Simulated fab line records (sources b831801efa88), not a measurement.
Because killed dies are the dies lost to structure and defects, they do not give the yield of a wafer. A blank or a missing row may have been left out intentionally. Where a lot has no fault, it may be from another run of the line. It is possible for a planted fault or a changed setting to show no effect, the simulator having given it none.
A lot that was struck, set against a sound lot	flow sky130	15 out of 708 route steps
Sound: wafers L923.3, L923.4, L923.5. Struck: wafers L932.1, L932.3 (left out: L932.6, a lot-mate that was not struck); the cause follows at the end.
For every step that has rows: the tool of each side, followed by ch and its chambers, followed by its first start. Under that, the readings that differ: sound wafers	struck wafers	difference of the means	sigmas: that difference in standard deviations of wafers without a fault.
alike: readings with means less than 2 such deviations apart, plus words and numbers identical on both sides. not compared: withheld readings, readings lacking a value on some wafer, bounds such as >300 that could conceal the same value, and numbers that have no deviation in the record and whose values overlap.
The two part at a step that has a row with sigmas, a row that says differs or no value, or rows on one side only. When numbers do not overlap yet have no deviation, they are printed without sigmas and do not part them. A reading that every wafer of one side lacks parts them only if that side has two wafers or more.

SKY_CAP2M_SPUTTER_02: material TiN, target thk 200 nm, time 166.7 s.
  sound: pvdSputter-01 at day 41 00:23; struck: pvdSputter-01 at day 43 08:24
  alike: susceptorTempC, throttleValvePct
SKY_CAP2M_RS_MEAS_03: uses a four-point probe to measure.
  sound: filmMetro-04 at day 41 00:32; struck: filmMetro-02 at day 43 08:31
reading	sound	struck	difference	sigmas
CAP2M_TIN_RS (ohm/sq)	7.03 7.06 7.05	6.88 6.86	-0.18	-3
SKY_CAP2M_THK_MEAS_04: measures by xrf.
  sound: filmMetro-04 at day 41 00:38; struck: filmMetro-02 at day 43 08:38
reading	sound	struck	difference	sigmas
CAP2M_TIN_THK (nm)	196.1 195.3 196.2	201.5 202.1	+5.9	+3
then, 7 steps without rows for these wafers: SKY_CAP2M_DEHYDRATE_05 (time 60 s); SKY_CAP2M_HMDS_06 (prime time 60 s); SKY_CAP2M_COAT_07 (resist thk 1140 nm); SKY_CAP2M_SOFTBAKE_08 (time 60 s); SKY_CAP2M_EXPOSE_09 (exposes mask CAP2M, target cd 1000 nm); SKY_CAP2M_PEB_10; SKY_CAP2M_DEVELOP_11 (develop time 60 s).
SKY_CAP2M_OVL_MEAS_12:
  sound: overlay-02 at day 41 23:59; struck: overlay-02 at day 44 07:16
  alike: CAP2M_OVL
SKY_CAP2M_METAL_ETCH_13: etches TiN in Cl2/BCl3, stops on SiO2, target depth 220 nm, time 62.9 s.
  sound on rieMetal-01 ch 0,1, day 42 00:02; struck on rieMetal-03 ch 0,1, day 44 07:19
reading	sound	struck	difference	sigmas
oesProductAu (a.u.)	0.923 0.919 0.922	0.940 0.952	+0.025	+3
  alike: drypumpMotorCurrentA, heBacksideLeakSccm, throttleValvePct
  not compared: rfHoursCounterH
SKY_CAP2M_STRIP_14: strips in O2/N2.
  sound on plasmaAsher-01 ch 0,1, day 42 00:07; struck on plasmaAsher-01 ch 1, day 44 07:23
reading	sound	struck	difference	sigmas
o2FlowSccm (sccm)	3004 2988 2999	2413 2406	-588	-64
stripTimeToEndpointS (s)	12.73 12.75 12.72	12.82 12.83	+0.09	+3
  alike: drypumpMotorCurrentA, oesProductAu
  not compared: rfHoursCounterH
then, 1 step without rows for these wafers: SKY_CAP2M_STRIP_15 (strips in post etch residue remover, time 1200 s).
-- the record jumps here: 5 days lie between the struck wafers' starts before and after (it left off in module CAP2M and takes up again in module PAD_OPEN, whose first step shown is number 708 of the route) --
SKY_PAD_OPEN_PROBE_99:
  sound: prober-02 at day 46 23:05; struck: prober-01 at day 48 22:50
  alike: defectLimitedYield, killed_at_M0_to_M3, killed_at_M4_up, killedAtContacts, killedAtFrontEnd, killedAtOther, killedDies, killedOnRim, killedOpen, killedShort, sort_bin_3_pad_short, sort_bin_5_function, sort_bin_6_memory, sortNPass, sortYieldPct

WHERE THEY PART
Earliest at SKY_CAP2M_RS_MEAS_03; latest, in this record, at SKY_CAP2M_STRIP_14. Later steps at which nothing parts them and some readings are alike: SKY_PAD_OPEN_PROBE_99.

WHY: what had been put in by the simulator
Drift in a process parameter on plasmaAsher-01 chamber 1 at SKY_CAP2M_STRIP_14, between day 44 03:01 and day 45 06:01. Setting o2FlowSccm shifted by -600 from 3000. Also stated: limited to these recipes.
